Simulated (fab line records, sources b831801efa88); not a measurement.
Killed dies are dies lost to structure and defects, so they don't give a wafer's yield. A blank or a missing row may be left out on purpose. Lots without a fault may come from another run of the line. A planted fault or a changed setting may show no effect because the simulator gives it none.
fab line records | flow sfq_line
record lots=6 wafers=18 last_day=82
route steps=325 shown I7@309 M8@311
lots that met no fault: from a run of the same line without faults
start_h: hours from the record's first day to the start of the lot's first wafer shown | wait_h: hours since the lot's step before | " the same as in the row above | L1.1+2: a row that stands for several wafers | - no value, or no start given | * or withheld: withheld | < > ~ a bound
route shown NAME@n: a module of which the file shows steps, and the number in the route of the first | usual: mean/standard deviation of fault-free wafers | same: alike in all rows | chamber/n: place in a boat | sites: the reading at each site | _std_site: their standard deviation | _edge_site: outer sites' mean less inner sites' | radius_mm: how far each site lies from the wafer's centre | mask NAME#n: copy n | behind: the tool/chamber that last shaped the wafer | hold: why the lot was held/for how many hours/how that ended | device: the transistor (n, p or np) that didn't switch | end of line: the same wafers' tests at the end of the route | a step without rows: its recipe alone | killed: dies lost to structure and defects at the first sort, not the wafer's yield | map: a wafer's dies, x killed, . not, _ none there
set.NAME: the setting as run; set.NAME@STEP: as run at that earlier step | model.NAME: the simulator's own value behind a step, which no gauge read
lots at some steps of the route; a table a step, a row a wafer
services: from which hour (start_h, from the record's first day; less than 0 if before it) a tool's chamber was out of use, for how many hours, and why
## steps
# step SFQ_TRILAYER_I7_VIA_STRIP_STRIP_191
# recipe gas=O2 power_w=200 platen_temp_c=40 overash_fraction=0.65 chemistry=O2 pressure_mtorr=50
# usual drypump_motor_current_A=5.47/0.3 oes_product_au=0.999/0.015
# columns lot.wafer tool chamber start_h wait_h drypump_motor_current_A oes_product_au rf_hours_counter_h
L421.1 rie_metal-02 1 1876.90 - 5.90 0.972 131
L421.3 " 1 " " 5.88 0.975 -
L421.4 " 0 " " 5.65 0.984 -
L422.2 rie_metal-03 0 1879.37 - 5.04 1.006 110
L422.4 " 0 " " 5.02 1.015 -
L422.6 " 1 " " 5.67 0.965 -
L427.3 rie_metal-04 1 1914.30 - 5.19 1.002 -
L427.4 " 0 " " 5.50 0.994 -
L427.6 " 1 " " 5.19 1.005 -
L428.3 rie_metal-04 1 1915.50 - 5.18 1.010 -
L428.4 " 0 " " 5.48 0.985 -
L428.6 " 0 " " 5.50 0.984 -
L429.2 rie_metal-03 0 1921.30 - 5.01 1.019 116
L429.3 " 0 " " 5.01 1.014 -
L429.4 " 1 " " 5.66 0.981 -
L430.2 rie_metal-03 1 1955.06 - 5.69 0.974 105
L430.3 " 0 " " 5.02 0.998 -
L430.5 " 1 " " 5.68 0.982 -
# step SFQ_TRILAYER_I7_VIA_STRIP_SOLV_CLEAN_192
# recipe chemistry=NMP temp_c=70 time_s=600
# step SFQ_TRILAYER_M8_LITHO_LOR_COAT_197
# recipe resist=lift-off spin_rpm=3000
# step SFQ_TRILAYER_M8_LITHO_LOR_BAKE_198
# recipe resist=lift-off temp_c=withheld time_s=withheld
# step SFQ_TRILAYER_M8_LITHO_COAT_193
# recipe resist=KrF spin_rpm=3000 resist_thk_nm=600
# step SFQ_TRILAYER_M8_LITHO_SOFTBAKE_199
# recipe temp_c=withheld time_s=withheld resist=KrF
# step SFQ_TRILAYER_M8_LITHO_EXPOSE_194
# recipe mask_id=M8 na=0.6 source_shape=conventional sigma_outer=0.65 target_cd_nm=2000 dose_mj=14.4
# step SFQ_TRILAYER_M8_LITHO_PEB_196
# recipe peb_temp_c=115 peb_time_s=60 resist=KrF
# step SFQ_TRILAYER_M8_LITHO_DEVELOP_195
# recipe img_clear_s=15 time_s=55 resist=KrF
# step SFQ_M8_OVL_MEAS_948
# usual M8_OVL=-1/5.1
# columns lot.wafer tool chamber start_h wait_h M8_OVL[nm]
L421.1 overlay-02 - 1881.72 0.1 6
L421.3 " - " " 6
L421.4 " - " " 2
L422.2 overlay-02 - 1882.95 0.1 -6
L422.4 " - " " -3
L422.6 " - " " -4
L427.3 overlay-02 - 1929.45 0.1 -5
L427.4 " - " " -2
L427.6 " - " " -7
L428.3 overlay-02 - 1930.65 0.1 -1
L428.4 " - " " -4
L428.6 " - " " 0
L429.2 overlay-01 - 1933.03 0.1 -2
L429.3 " - " " -1
L429.4 " - " " 4
L430.2 overlay-01 - 1974.82 0.1 1
L430.3 " - " " 5
L430.5 " - " " -1
# step SFQ_TRILAYER_M8_DEP_EVAP_197
# recipe material=Ti angular_spread_deg=1 target_thk_nm=20 time_s=100 power_w=2000
# step SFQ_TRILAYER_M8_DEP_EVAP_198
# recipe material=Pt angular_spread_deg=1 target_thk_nm=50 time_s=250 power_w=2000
# step SFQ_TRILAYER_M8_DEP_EVAP_196
# recipe material=Au angular_spread_deg=1 target_thk_nm=180 time_s=900 power_w=2000
# columns lot.wafer tool chamber start_h wait_h model.Au_of_TRILAYER_M8_DEP_EVAP_196.thk_nm
L421.1 pvd_sputter-02 - 1881.98 0.1 179.1
L421.3 " - " " 181
L421.4 " - " " 180.7
L422.2 pvd_sputter-01 - 1883.20 0.1 183.5
L422.4 " - " " 179.7
L422.6 " - " " 181.9
L427.3 pvd_sputter-02 - 1929.70 0.1 202.3
L427.4 " - " " 176
L427.6 " - " " 178.3
L428.3 pvd_sputter-01 - 1930.90 0.1 178.5
L428.4 " - " " 177.7
L428.6 " - " " 178.4
L429.2 pvd_sputter-02 - 1933.29 0.1 179.1
L429.3 " - " " 201.3
L429.4 " - " " 174.7
L430.2 pvd_sputter-01 - 1975.08 0.1 180.9
L430.3+5 " - " " 179.4
# step SFQ_M8_RS_MEAS_949
# recipe thk_meas_gauge=four-point-probe reads=Au_of_TRILAYER_M8_DEP_EVAP_196+Pt_of_TRILAYER_M8_DEP_EVAP_198+Ti_of_TRILAYER_M8_DEP_EVAP_197
# usual M8_AU_RS=0.1545/0.0026
# columns lot.wafer tool chamber start_h wait_h hold M8_AU_RS[ohm/sq]
L421.1 film_metro-03 - 1882.50 0.3 - 0.1544
L421.3 " - " " - 0.1530
L421.4 " - " " - 0.1530
L422.2 film_metro-01 - 1883.74 0.3 - 0.1506
L422.4 " - " " - 0.1540
L422.6 " - " " - 0.1522
L427.3 film_metro-04 - 1930.26 0.3 await_dispo/0.2h/release 0.1362
L427.4 " - " " await_dispo/0.2h/release 0.1568
L427.6 " - " " await_dispo/0.2h/release 0.1549
L427.3 film_metro-04 - 1930.54 0.3 - 0.1359
L427.4 " - " " - 0.1567
L427.6 " - " " - 0.1546
L428.3 film_metro-01 - 1931.46 0.3 - 0.1549
L428.4 " - " " - 0.1560
L428.6 " - " " - 0.1552
L429.2 film_metro-03 - 1933.82 0.3 await_dispo/0.2h/release 0.1546
L429.3 " - " " await_dispo/0.2h/release 0.1371
L429.4 " - " " await_dispo/0.2h/release 0.1584
L429.2 film_metro-03 - 1934.11 0.3 - 0.1546
L429.3 " - " " - 0.1374
L429.4 " - " " - 0.1586
L430.2 film_metro-01 - 1975.61 0.3 - 0.1531
L430.3 " - " " - 0.1544
L430.5 " - " " - 0.1543
# step SFQ_M8_THK_MEAS_950
# recipe thk_meas_gauge=xrf reads=Au_of_TRILAYER_M8_DEP_EVAP_196
# usual M8_AU_THK=181/3.3
# columns lot.wafer tool chamber start_h wait_h hold M8_AU_THK[nm]
L421.1 film_metro-03 - 1882.62 0.1 - 177
L421.3 " - " " - 180
L421.4 " - " " - 179
L422.2 film_metro-01 - 1883.85 0.1 - 184
L422.4 " - " " - 180
L422.6 " - " " - 183
L428.3 film_metro-01 - 1931.56 0.1 - 180
L428.4 " - " " - 179
L428.6 " - " " - 181
L427.3 film_metro-04 - 1933.50 2.9 await_dispo/0.2h/release 204
L427.4 " - " " await_dispo/0.2h/release 177
L427.6 " - " " await_dispo/0.2h/release 180
L427.3 film_metro-04 - 1933.73 0.2 - 205
L427.4 " - " " - 178
L427.6 " - " " - 180
L429.2 film_metro-03 - 1936.11 2.0 await_dispo/0.2h/release 179
L429.3 " - " " await_dispo/0.2h/release 203
L429.4 " - " " await_dispo/0.2h/release 175
L429.2 film_metro-03 - 1936.33 0.2 - 179
L429.3 " - " " - 201
L429.4 " - " " - 175
L430.2 film_metro-01 - 1975.72 0.1 - 182
L430.3 " - " " - 180
L430.5 " - " " - 181
## services
# columns tool chamber start_h hours kind
rie_metal-02 - 1937.49 1.6 repair
rie_metal-03 - 1937.71 2.8 pm
rie_metal-02 1 1954.11 - clean
rie_metal-02 1 1954.11 - consumable_replace:focus_ring
rie_metal-02 1 1954.11 16.8 scheduled_down
rie_metal-02 1 1954.11 16.8 vent_cycle
pvd_sputter-02 - 1955.54 1.2 repair
## key
first_sign step=SFQ_M8_RS_MEAS_949 reading=visit direction=added
effect step=SFQ_M8_RS_MEAS_949 reading=M8_AU_RS direction=down sigmas=6.9 usual=0.1545 struck=0.1366
effect step=SFQ_M8_THK_MEAS_950 reading=visit direction=added
effect step=SFQ_M8_THK_MEAS_950 reading=M8_AU_THK direction=up sigmas=6.9 usual=181 struck=203
model_effect step=SFQ_TRILAYER_M8_DEP_EVAP_196 value=Au_of_TRILAYER_M8_DEP_EVAP_196.thk_nm without=180.5 struck=201.8
met_at SFQ_TRILAYER_M8_DEP_EVAP_196
struck_wafers L427.3,L429.3
onset_between 1881.98 1929.70
fault kind=process_parameter_drift tool=pvd_sputter-02 chamber=- onset_h=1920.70 steps=SFQ_TRILAYER_M8_DEP_EVAP_196 channel=time_s offset=* shape=step end_h=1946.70 acts_in=* stated=* scope=struck_wafers_only
